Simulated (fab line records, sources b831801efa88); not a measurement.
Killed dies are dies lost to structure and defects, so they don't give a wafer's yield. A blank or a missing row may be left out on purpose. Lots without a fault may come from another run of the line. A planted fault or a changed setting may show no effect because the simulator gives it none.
Which tool did it? | flow sky130 | 7 lots, 21 wafers sampled, at 1 step of a route of 708

WHAT THE GAUGES READ, wafer by wafer
SKY_FIELD_ISO_THK_MEAS_04.
lot  | measured    | on            | FIELD_ISO_CVD_03_THK (nm)
L506 | day 1 19:26 | film_metro-01 | 166.4 169.0 167.3
L512 | day 3 01:13 | film_metro-04 | 163.7 161.7 163.0
L515 | day 3 15:33 | film_metro-04 | 165.3 166.5 166.8
L517 | day 4 02:00 | film_metro-01 | 162.3 164.0 165.2
L521 | day 5 01:29 | film_metro-02 | 166.4 165.5 165.9
L523 | day 5 08:39 | film_metro-02 | 163.0 162.6 163.2
L526 | day 6 00:49 | film_metro-01 | 163.7 164.3 164.3

WHICH TOOL RAN EACH LOT (tool, then ch and the chambers of the sampled wafers, then the start)
The record holds no process step before these readings.

THE ANSWER, worked out from the rows above alone
Rule: what is usual is taken from the lots themselves. Put in order of their means at a reading, lots are off if they are a third of the lots or fewer, leave a main group of 4 or more, and stand apart from it by a gap of 3 or more times the standard deviation of the main group's means; of several such gaps the widest counts. A main group whose means are all the same, to the digits that the tables above print for the reading, isn't used. A lot without any number at a reading at which 4 lots or more have one is off too. The other lots that the step has rows for count as sound.
No lot is off at any reading shown: from this, nothing can be told.

WHAT THE SIMULATOR HAD PUT IN
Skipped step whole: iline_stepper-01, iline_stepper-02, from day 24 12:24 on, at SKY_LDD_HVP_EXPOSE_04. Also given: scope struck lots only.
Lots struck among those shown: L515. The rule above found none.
